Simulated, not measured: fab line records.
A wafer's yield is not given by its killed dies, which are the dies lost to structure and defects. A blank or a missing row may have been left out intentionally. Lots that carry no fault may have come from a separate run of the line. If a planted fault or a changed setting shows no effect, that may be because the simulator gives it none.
2 desks, one fault -- flow sky130 -- numbers are kept per desk, each desk with only its own; the story behind them comes last

== METROLOGY DESK ==
What the gauges read, lot by lot, whatever tool the lot ran on: means of the sampled wafers that have a number. A lot is out of limits, marked OUT, if its mean lies more than 4 standard deviations from the usual mean; the brackets give that distance.
Columns: A = VT_ADJUST_LVTN_OVL at SKY_VT_ADJUST_LVTN_OVL_MEAS_07, usual 0.2 nm; B = GATE_OXIDE_TW at SKY_GATE_OXIDE_TW_MEAS_14, usual 223.3
lot,first seen here,A,B
L303,day 7 13:28,-0.4,223.2
L305,day 8 03:48,-0.6,225.1
L310,day 9 08:49,1.1,224.3
L311,day 9 22:26,-1.3,224.2
L312,day 10 04:16,1.3,220.3
L313,day 10 10:41,1.2,222.6
L314,day 10 15:40,2.5,222.5
L316,day 11 04:20,0.3,223.5
L317,day 11 11:21,-0.4,213.6 (-6.1) OUT
L320,day 12 01:08,-1.9,220.4
L322,day 12 12:44,0.0,213.5 (-6.1) OUT
L323,day 12 21:01,-0.2,221.7
Per this desk, out of limits: L317, L322; the first was L317, day 19 22:30 (GATE_OXIDE_TW at SKY_GATE_OXIDE_TW_MEAS_14). L303, L305, L310, L311, L312, L313, L314, L316, L320, L323 stayed within limits.

== THE TOOL OWNER'S DESK: implanter-01 ==
The tool's own readings at SKY_GATE_OXIDE_IMPLANT_11: means of the sampled wafers that have a number, for each lot that ran on this tool. A lot is out of limits, marked OUT, if its mean lies more than 4 standard deviations from the usual mean; the brackets give that distance.
Columns: A = beam-energy-keV at SKY_GATE_OXIDE_IMPLANT_11, usual 10.000; B = end-station-pressure-torr at SKY_GATE_OXIDE_IMPLANT_11, usual 5.01e-06 Torr
lot,first seen here,A,B
L305,day 15 09:32,10.003,4.95e-06
L311,day 17 20:22,10.004,5.01e-06
L313,day 18 09:04,10.003,4.95e-06
L316,day 19 07:52,9.999,5.27e-06
L317,day 19 22:07,8.369 (-99 or more) OUT,5.00e-06
L322,day 21 02:49,8.368 (-99 or more) OUT,5.02e-06
Finding of this desk: L317, L322 out of limits; the first was L317 at day 19 22:07, on beam-energy-keV at SKY_GATE_OXIDE_IMPLANT_11. L305, L311, L313, L316 stayed within limits.

== TAKEN TOGETHER ==
At day 19 22:07, on L317, L322, the tool owner's desk was in a position to raise an alarm.
On L317, L322, the metrology desk was in a position to raise an alarm at day 19 22:30.
On implanter-01, each named lot ran SKY_GATE_OXIDE_IMPLANT_11.

== WHAT WAS PUT IN BY THE SIMULATOR ==
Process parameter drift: implanter-01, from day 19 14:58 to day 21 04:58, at SKY_GATE_OXIDE_IMPLANT_11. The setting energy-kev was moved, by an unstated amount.
Lots struck among those shown: L317, L322.
Counting hours from when the fault started, the first reading out of limits came at 7 for the tool owner's desk and at 8 for the metrology desk.
